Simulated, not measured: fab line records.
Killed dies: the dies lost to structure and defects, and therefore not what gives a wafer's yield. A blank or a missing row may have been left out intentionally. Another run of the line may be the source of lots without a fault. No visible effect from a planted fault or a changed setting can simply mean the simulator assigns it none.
The same fault as seen by 2 desks :: flow sky130 :: what lay behind the numbers comes last; until then each desk has only its own

FOR THE TOOL OWNER'S DESK: litho-track-03
The tool's own readings at SKY_LOCAL_INTERCONNECT_COAT_05 (resist thk 60 nm): means of the sampled wafers that have a number, for each lot that ran on this tool. The brackets show how far a lot's mean lies from the usual mean; more than 4 standard deviations puts the lot out of limits, marked OUT.
Columns: A = dispense-pressure-kPa at SKY_LOCAL_INTERCONNECT_COAT_05, usual 49 kPa; B = spin-speed-rpm at SKY_LOCAL_INTERCONNECT_COAT_05, usual 3000.1 rpm
lot: L779
first seen here: day 29 12:59
A: 45
B: 2999.7

lot: L781
first seen here: day 30 04:42
A: 45
B: 3001.6

lot: L782
first seen here: day 30 23:51
A: 45
B: 2999.6

lot: L790
first seen here: day 33 08:42
A: 45
B: 2268.3 (-99 or more) OUT

lot: L793
first seen here: day 34 07:51
A: 45
B: 2270.7 (-99 or more) OUT

lot: L801
first seen here: day 36 22:06
A: 45
B: 3001.7
Finding of this desk: L790, L793 out of limits; the first was L790 at day 33 08:42, on spin-speed-rpm at SKY_LOCAL_INTERCONNECT_COAT_05. L779, L781, L782, L801: within limits.

AT THE METROLOGY DESK
Lot by lot, what the gauges showed, no matter which tool ran the lot: averages of those sampled wafers that carry a number. The brackets show how far a lot's mean lies from the usual mean; more than 4 standard deviations puts the lot out of limits, marked OUT.
Columns: A = SD_N_TW at SKY_SD_N_TW_MEAS_12, usual 3979
lot: L780
first seen here: day 27 12:38
A: 3976

lot: L779
first seen here: day 27 14:47
A: 3951

lot: L781
first seen here: day 28 08:22
A: 3999

lot: L782
first seen here: day 29 04:13
A: 4017

lot: L783
first seen here: day 29 12:31
A: 3975

lot: L785
first seen here: day 29 23:56
A: 4001

lot: L784
first seen here: day 30 01:38
A: 3970

lot: L790
first seen here: day 31 15:21
A: 3938

lot: L793
first seen here: day 32 13:58
A: 3968

lot: L797
first seen here: day 33 21:32
A: 3962

lot: L798
first seen here: day 34 19:52
A: 3979

lot: L800
first seen here: day 35 03:56
A: 3931

lot: L801
first seen here: day 35 04:37
A: 4034

lot: L802
first seen here: day 35 11:08
A: 3982
This desk's verdict: no lot among the 14 shows anything out of limits.

TAKEN TOGETHER
The tool owner's desk could have raised an alarm at day 33 08:42, on L790, L793.
Metrology desk: nothing out of limits seen.
The metrology desk holds a record of L790, L793, inside its limits.
On litho-track-03, each named lot ran SKY_LOCAL_INTERCONNECT_COAT_05.

WHAT THE SIMULATOR HAD INSERTED
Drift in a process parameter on litho-track-03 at SKY_LOCAL_INTERCONNECT_COAT_05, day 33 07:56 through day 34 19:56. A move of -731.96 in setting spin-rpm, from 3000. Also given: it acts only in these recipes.
Shown lots that were struck: L790, L793.
Time in hours from fault onset to the first out-of-limits reading at each desk: the tool owner's desk, 1.
